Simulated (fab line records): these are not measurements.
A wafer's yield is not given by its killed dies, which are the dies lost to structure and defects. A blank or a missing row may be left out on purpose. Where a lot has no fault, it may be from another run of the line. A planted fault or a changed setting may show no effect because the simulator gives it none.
Which of the tools did it? / flow sky130 / Sampling: 12 lots, 36 wafers, 5 of 708 route steps

WHAT THE GAUGES READ, wafer by wafer
No reading from a measuring or inspecting step in the record can be judged against a usual standard deviation.

TOOL THAT RAN EACH LOT (tool first, then ch and the chambers of the sampled wafers, then the start)
lot=L112; SKY_VT_ADJUST_HVTR_STRIP_10=plasma asher-03 ch 0, day 9 18:47; SKY_SONOS_ONO_WET_ETCH_18=wet bench-04 ch 1, day 13 01:52; SKY_POLY_GATE_ETCH_15=rie diel-02 ch 0,2,3, day 16 20:50; SKY_LDD_LDN_STRIP_12=plasma asher-01 ch 0,1, day 23 08:27; SKY_PAD_OPEN_PROBE_99=prober-02, day 46 04:07
lot=L114; SKY_VT_ADJUST_HVTR_STRIP_10=plasma asher-03 ch 0,1, day 10 06:05; SKY_SONOS_ONO_WET_ETCH_18=wet bench-02 ch 0, day 13 11:34; SKY_POLY_GATE_ETCH_15=rie diel-03 ch 2,3, day 17 07:05; SKY_LDD_LDN_STRIP_12=plasma asher-01 ch 0,1, day 23 18:28; SKY_PAD_OPEN_PROBE_99=prober-01, day 46 16:54
lot=L116; SKY_VT_ADJUST_HVTR_STRIP_10=plasma asher-03 ch 0,1, day 11 23:23; SKY_SONOS_ONO_WET_ETCH_18=wet bench-04 ch 3, day 15 13:36; SKY_POLY_GATE_ETCH_15=rie diel-03 ch 0,3, day 19 11:43; SKY_LDD_LDN_STRIP_12=plasma asher-02 ch 1, day 26 01:20; SKY_PAD_OPEN_PROBE_99=prober-01, day 48 00:16
lot=L117; SKY_VT_ADJUST_HVTR_STRIP_10=plasma asher-01 ch 0,1, day 11 23:43; SKY_SONOS_ONO_WET_ETCH_18=wet bench-04 ch 1, day 15 13:54; SKY_POLY_GATE_ETCH_15=rie diel-02 ch 2,3, day 19 17:14; SKY_LDD_LDN_STRIP_12=plasma asher-02 ch 0,1, day 26 05:37; SKY_PAD_OPEN_PROBE_99=prober-02, day 48 06:28
lot=L118; SKY_VT_ADJUST_HVTR_STRIP_10=plasma asher-01 ch 1, day 12 02:32; SKY_SONOS_ONO_WET_ETCH_18=wet bench-04 ch 0, day 15 14:48; SKY_POLY_GATE_ETCH_15=rie diel-03 ch 1,2,3, day 19 16:37; SKY_LDD_LDN_STRIP_12=plasma asher-01 ch 0,1, day 26 04:04; SKY_PAD_OPEN_PROBE_99=prober-01, day 48 01:29
lot=L122; SKY_VT_ADJUST_HVTR_STRIP_10=plasma asher-01 ch 0,1, day 14 07:55; SKY_SONOS_ONO_WET_ETCH_18=wet bench-02 ch 0, day 18 02:01; SKY_POLY_GATE_ETCH_15=-; SKY_LDD_LDN_STRIP_12=-; SKY_PAD_OPEN_PROBE_99=prober-01, day 49 19:41
lot=L124; SKY_VT_ADJUST_HVTR_STRIP_10=plasma asher-01 ch 0,1, day 14 14:27; SKY_SONOS_ONO_WET_ETCH_18=wet bench-04 ch 0, day 18 09:14; SKY_POLY_GATE_ETCH_15=-; SKY_LDD_LDN_STRIP_12=-; SKY_PAD_OPEN_PROBE_99=prober-02, day 50 00:25
lot=L126; SKY_VT_ADJUST_HVTR_STRIP_10=plasma asher-01 ch 0,1, day 15 00:46; SKY_SONOS_ONO_WET_ETCH_18=wet bench-01 ch 0, day 18 20:19; SKY_POLY_GATE_ETCH_15=rie diel-02 ch 0,1,2, day 23 02:11; SKY_LDD_LDN_STRIP_12=plasma asher-01 ch 0,1, day 29 07:02; SKY_PAD_OPEN_PROBE_99=prober-01, day 50 08:25
lot=L129; SKY_VT_ADJUST_HVTR_STRIP_10=plasma asher-04 ch 0,1, day 15 13:16; SKY_SONOS_ONO_WET_ETCH_18=wet bench-02 ch 1, day 19 11:00; SKY_POLY_GATE_ETCH_15=rie diel-03 ch 2,3, day 23 13:20; SKY_LDD_LDN_STRIP_12=plasma asher-02 ch 0,1, day 29 17:17; SKY_PAD_OPEN_PROBE_99=prober-02, day 50 09:58
lot=L131; SKY_VT_ADJUST_HVTR_STRIP_10=plasma asher-01 ch 0,1, day 15 20:30; SKY_SONOS_ONO_WET_ETCH_18=wet bench-04 ch 1, day 19 19:16; SKY_POLY_GATE_ETCH_15=rie diel-01 ch 0,1,2, day 23 21:35; SKY_LDD_LDN_STRIP_12=plasma asher-02 ch 0,1, day 30 01:37; SKY_PAD_OPEN_PROBE_99=prober-02, day 50 17:49
lot=L133; SKY_VT_ADJUST_HVTR_STRIP_10=plasma asher-04 ch 0,1, day 16 04:58; SKY_SONOS_ONO_WET_ETCH_18=wet bench-02 ch 1, day 20 03:19; SKY_POLY_GATE_ETCH_15=rie diel-02 ch 0,3, day 24 06:01; SKY_LDD_LDN_STRIP_12=plasma asher-02 ch 0,1, day 30 10:15; SKY_PAD_OPEN_PROBE_99=prober-02, day 51 00:01
lot=L134; SKY_VT_ADJUST_HVTR_STRIP_10=plasma asher-04 ch 0,1, day 16 18:12; SKY_SONOS_ONO_WET_ETCH_18=wet bench-02 ch 2, day 20 15:59; SKY_POLY_GATE_ETCH_15=rie diel-02 ch 0,1,2, day 24 18:40; SKY_LDD_LDN_STRIP_12=plasma asher-04 ch 0,1, day 30 23:20; SKY_PAD_OPEN_PROBE_99=prober-02, day 51 04:16
- SKY_VT_ADJUST_HVTR_STRIP_10: strips in O2/N2.
- SKY_SONOS_ONO_WET_ETCH_18: etches Si3N4 in H3PO4, target depth 15 nm, time 172 s.
- SKY_POLY_GATE_ETCH_15: etches BARC in N2/H2, stops on SiO2, time 118.5 s, target depth 110 nm.
- SKY_LDD_LDN_STRIP_12: strips in O2/N2.
- SKY_PAD_OPEN_PROBE_99

WHAT THE TOOLS THEMSELVES READ (means of the sampled wafers that have a number; where no wafer has one, the mark that the record gives instead)
SKY_VT_ADJUST_HVTR_STRIP_10. Usual: drypump motor current A 5.5 A, standard deviation 0.42; oes product au 0.715 a.u., standard deviation 0.0046; strip time to endpoint s 14.34 s, standard deviation 0.041.
lot=L112; tool=plasma asher-03; drypump motor current A (A)=5.2; oes product au (a.u.)=0.714; strip time to endpoint s (s)=14.36; flag=
lot=L114; tool=plasma asher-03; drypump motor current A (A)=5.6; oes product au (a.u.)=0.711; strip time to endpoint s (s)=14.31; flag=
lot=L116; tool=plasma asher-03; drypump motor current A (A)=5.6; oes product au (a.u.)=0.715; strip time to endpoint s (s)=14.36; flag=
lot=L117; tool=plasma asher-01; drypump motor current A (A)=5.4; oes product au (a.u.)=0.715; strip time to endpoint s (s)=14.28; flag=
lot=L118; tool=plasma asher-01; drypump motor current A (A)=5.7; oes product au (a.u.)=0.716; strip time to endpoint s (s)=14.29; flag=
lot=L122; tool=plasma asher-01; drypump motor current A (A)=5.5; oes product au (a.u.)=0.719; strip time to endpoint s (s)=14.35; flag=
lot=L124; tool=plasma asher-01; drypump motor current A (A)=5.2; oes product au (a.u.)=0.714; strip time to endpoint s (s)=14.30; flag=
lot=L126; tool=plasma asher-01; drypump motor current A (A)=5.2; oes product au (a.u.)=0.710; strip time to endpoint s (s)=14.34; flag=
lot=L129; tool=plasma asher-04; drypump motor current A (A)=5.5; oes product au (a.u.)=0.720; strip time to endpoint s (s)=14.30; flag=
lot=L131; tool=plasma asher-01; drypump motor current A (A)=5.4; oes product au (a.u.)=0.715; strip time to endpoint s (s)=14.34; flag=
lot=L133; tool=plasma asher-04; drypump motor current A (A)=5.4; oes product au (a.u.)=0.716; strip time to endpoint s (s)=14.28; flag=
lot=L134; tool=plasma asher-04; drypump motor current A (A)=5.6; oes product au (a.u.)=0.713; strip time to endpoint s (s)=14.31; flag=

SKY_SONOS_ONO_WET_ETCH_18. Usual: bath guard temp C 159.9 C, standard deviation 0.47; bath heat duty pct 26.6 %, standard deviation 1.6.
lot=L112; tool=wet bench-04; bath guard temp C (C)=160.5; bath heat duty pct (%)=26.2; flag=
lot=L114; tool=wet bench-02; bath guard temp C (C)=160.4; bath heat duty pct (%)=26.8; flag=
lot=L116; tool=wet bench-04; bath guard temp C (C)=158.8; bath heat duty pct (%)=26.5; flag=
lot=L117; tool=wet bench-04; bath guard temp C (C)=160.5; bath heat duty pct (%)=26.3; flag=
lot=L118; tool=wet bench-04; bath guard temp C (C)=160.4; bath heat duty pct (%)=25.6; flag=
lot=L122; tool=wet bench-02; bath guard temp C (C)=-; bath heat duty pct (%)=-; flag=OFF
lot=L124; tool=wet bench-04; bath guard temp C (C)=-; bath heat duty pct (%)=-; flag=OFF
lot=L126; tool=wet bench-01; bath guard temp C (C)=159.5; bath heat duty pct (%)=27.2; flag=
lot=L129; tool=wet bench-02; bath guard temp C (C)=159.8; bath heat duty pct (%)=26.0; flag=
lot=L131; tool=wet bench-04; bath guard temp C (C)=160.4; bath heat duty pct (%)=26.0; flag=
lot=L133; tool=wet bench-02; bath guard temp C (C)=159.5; bath heat duty pct (%)=26.1; flag=
lot=L134; tool=wet bench-02; bath guard temp C (C)=159.5; bath heat duty pct (%)=26.0; flag=

SKY_POLY_GATE_ETCH_15. Usual: bias w 100.0 W, standard deviation 0.32; chamber pressure mTorr 29.999 mTorr, standard deviation 0.027; drypump motor current A 5.7 A, standard deviation 0.41; oes product au 0.716 a.u., standard deviation 0.0047; throttle valve pct 13.212 %, standard deviation 0.0084.
lot=L112; tool=rie diel-02; bias w (W)=100.1; chamber pressure mTorr (mTorr)=30.012; drypump motor current A (A)=5.9; oes product au (a.u.)=0.713; throttle valve pct (%)=13.216; flag=
lot=L114; tool=rie diel-03; bias w (W)=100.2; chamber pressure mTorr (mTorr)=30.014; drypump motor current A (A)=5.7; oes product au (a.u.)=0.716; throttle valve pct (%)=13.219; flag=
lot=L116; tool=rie diel-03; bias w (W)=99.7; chamber pressure mTorr (mTorr)=29.985; drypump motor current A (A)=5.7; oes product au (a.u.)=0.716; throttle valve pct (%)=13.221; flag=
lot=L117; tool=rie diel-02; bias w (W)=100.1; chamber pressure mTorr (mTorr)=29.983; drypump motor current A (A)=6.1; oes product au (a.u.)=0.720; throttle valve pct (%)=13.205; flag=
lot=L118; tool=rie diel-03; bias w (W)=100.0; chamber pressure mTorr (mTorr)=29.969; drypump motor current A (A)=5.6; oes product au (a.u.)=0.717; throttle valve pct (%)=13.211; flag=
lot=L126; tool=rie diel-02; bias w (W)=99.8; chamber pressure mTorr (mTorr)=30.008; drypump motor current A (A)=5.9; oes product au (a.u.)=0.717; throttle valve pct (%)=13.206; flag=
lot=L129; tool=rie diel-03; bias w (W)=100.3; chamber pressure mTorr (mTorr)=29.992; drypump motor current A (A)=5.8; oes product au (a.u.)=0.721; throttle valve pct (%)=13.212; flag=
lot=L131; tool=rie diel-01; bias w (W)=100.2; chamber pressure mTorr (mTorr)=29.953; drypump motor current A (A)=5.8; oes product au (a.u.)=0.716; throttle valve pct (%)=13.218; flag=
lot=L133; tool=rie diel-02; bias w (W)=100.0; chamber pressure mTorr (mTorr)=30.001; drypump motor current A (A)=5.9; oes product au (a.u.)=0.716; throttle valve pct (%)=13.212; flag=
lot=L134; tool=rie diel-02; bias w (W)=100.4; chamber pressure mTorr (mTorr)=29.985; drypump motor current A (A)=5.9; oes product au (a.u.)=0.717; throttle valve pct (%)=13.213; flag=

SKY_LDD_LDN_STRIP_12. Usual: drypump motor current A 5.5 A, standard deviation 0.41; oes product au 0.716 a.u., standard deviation 0.0042; strip time to endpoint s 14.20 s, standard deviation 0.035.
lot=L112; tool=plasma asher-01; drypump motor current A (A)=5.4; oes product au (a.u.)=0.719; strip time to endpoint s (s)=14.19; flag=
lot=L114; tool=plasma asher-01; drypump motor current A (A)=5.4; oes product au (a.u.)=0.719; strip time to endpoint s (s)=14.24; flag=
lot=L116; tool=plasma asher-02; drypump motor current A (A)=5.2; oes product au (a.u.)=0.716; strip time to endpoint s (s)=14.17; flag=
lot=L117; tool=plasma asher-02; drypump motor current A (A)=5.8; oes product au (a.u.)=0.719; strip time to endpoint s (s)=14.26; flag=
lot=L118; tool=plasma asher-01; drypump motor current A (A)=5.4; oes product au (a.u.)=0.714; strip time to endpoint s (s)=14.19; flag=
lot=L126; tool=plasma asher-01; drypump motor current A (A)=5.4; oes product au (a.u.)=0.713; strip time to endpoint s (s)=14.17; flag=
lot=L129; tool=plasma asher-02; drypump motor current A (A)=5.5; oes product au (a.u.)=0.712; strip time to endpoint s (s)=14.15; flag=
lot=L131; tool=plasma asher-02; drypump motor current A (A)=5.5; oes product au (a.u.)=0.714; strip time to endpoint s (s)=14.23; flag=
lot=L133; tool=plasma asher-02; drypump motor current A (A)=5.5; oes product au (a.u.)=0.716; strip time to endpoint s (s)=14.18; flag=
lot=L134; tool=plasma asher-04; drypump motor current A (A)=5.4; oes product au (a.u.)=0.711; strip time to endpoint s (s)=14.20; flag=

SKY_PAD_OPEN_PROBE_99. Usual: killed_at_M0_to_M3 44, standard deviation 6.2; killed_at_M4_up 3.3, standard deviation 1.8; killed at contacts 25, standard deviation 5.8; killed at front end 15, standard deviation 4; killed at other 0.3, standard deviation 0.49; killed dies 88, standard deviation 8.8; killed on rim 17, standard deviation 3.6; killed open 48, standard deviation 6.5; killed short 39, standard deviation 6.3.
lot=L112; tool=prober-02; killed_at_M0_to_M3=51; killed_at_M4_up=2.0; killed at contacts=23; killed at front end=16; killed at other=0.3; killed dies=92; killed on rim=16; killed open=53; killed short=39; flag=
lot=L114; tool=prober-01; killed_at_M0_to_M3=42; killed_at_M4_up=3.7; killed at contacts=24; killed at front end=15; killed at other=0.3; killed dies=85; killed on rim=17; killed open=44; killed short=41; flag=
lot=L116; tool=prober-01; killed_at_M0_to_M3=40; killed_at_M4_up=2.7; killed at contacts=25; killed at front end=14; killed at other=0.3; killed dies=82; killed on rim=19; killed open=45; killed short=37; flag=
lot=L117; tool=prober-02; killed_at_M0_to_M3=46; killed_at_M4_up=3.7; killed at contacts=23; killed at front end=16; killed at other=1.0; killed dies=90; killed on rim=17; killed open=48; killed short=41; flag=
lot=L118; tool=prober-01; killed_at_M0_to_M3=43; killed_at_M4_up=3.7; killed at contacts=23; killed at front end=14; killed at other=0.3; killed dies=84; killed on rim=15; killed open=50; killed short=34; flag=
lot=L122; tool=prober-01; killed_at_M0_to_M3=50; killed_at_M4_up=5.3; killed at contacts=28; killed at front end=408; killed at other=0.0; killed dies=492; killed on rim=96; killed open=56; killed short=43; flag=OFF
lot=L124; tool=prober-02; killed_at_M0_to_M3=44; killed_at_M4_up=3.0; killed at contacts=17; killed at front end=428; killed at other=0.0; killed dies=492; killed on rim=96; killed open=36; killed short=41; flag=OFF
lot=L126; tool=prober-01; killed_at_M0_to_M3=46; killed_at_M4_up=3.3; killed at contacts=20; killed at front end=15; killed at other=0.0; killed dies=85; killed on rim=19; killed open=50; killed short=34; flag=
lot=L129; tool=prober-02; killed_at_M0_to_M3=41; killed_at_M4_up=2.7; killed at contacts=24; killed at front end=15; killed at other=0.0; killed dies=82; killed on rim=18; killed open=49; killed short=33; flag=
lot=L131; tool=prober-02; killed_at_M0_to_M3=41; killed_at_M4_up=2.0; killed at contacts=24; killed at front end=16; killed at other=0.3; killed dies=83; killed on rim=20; killed open=40; killed short=43; flag=
lot=L133; tool=prober-02; killed_at_M0_to_M3=47; killed_at_M4_up=3.3; killed at contacts=30; killed at front end=19; killed at other=0.3; killed dies=99; killed on rim=18; killed open=52; killed short=47; flag=
lot=L134; tool=prober-02; killed_at_M0_to_M3=43; killed_at_M4_up=3.3; killed at contacts=30; killed at front end=18; killed at other=0.7; killed dies=95; killed on rim=20; killed open=47; killed short=46; flag=

THE ANSWER, worked out from the rows above alone
Rule: a lot is off if the mean of its wafers that have a number lies more than 3 standard deviations from the usual mean. Also off: a lot with no number at a reading for which 4 or more lots have one. Any other lot the step has rows for is counted as sound. After the gauges, taken in route order, come the tools' own readings; for these a lot's mean is taken, as printed above. The first step at which some lot is off is used, and at that step the reading that is off furthest; a lot without a number counts as furthest.
Off: L122, L124 (SKY_SONOS_ONO_WET_ETCH_18, bath guard temp C). Without a number there: L122, L124.
If a tool, at that step or one of the process steps before it, ran each lot that is off and ran no sound lot following the first of them, it fits. Of those tried, none fits.

WHAT THE SIMULATOR PUT IN
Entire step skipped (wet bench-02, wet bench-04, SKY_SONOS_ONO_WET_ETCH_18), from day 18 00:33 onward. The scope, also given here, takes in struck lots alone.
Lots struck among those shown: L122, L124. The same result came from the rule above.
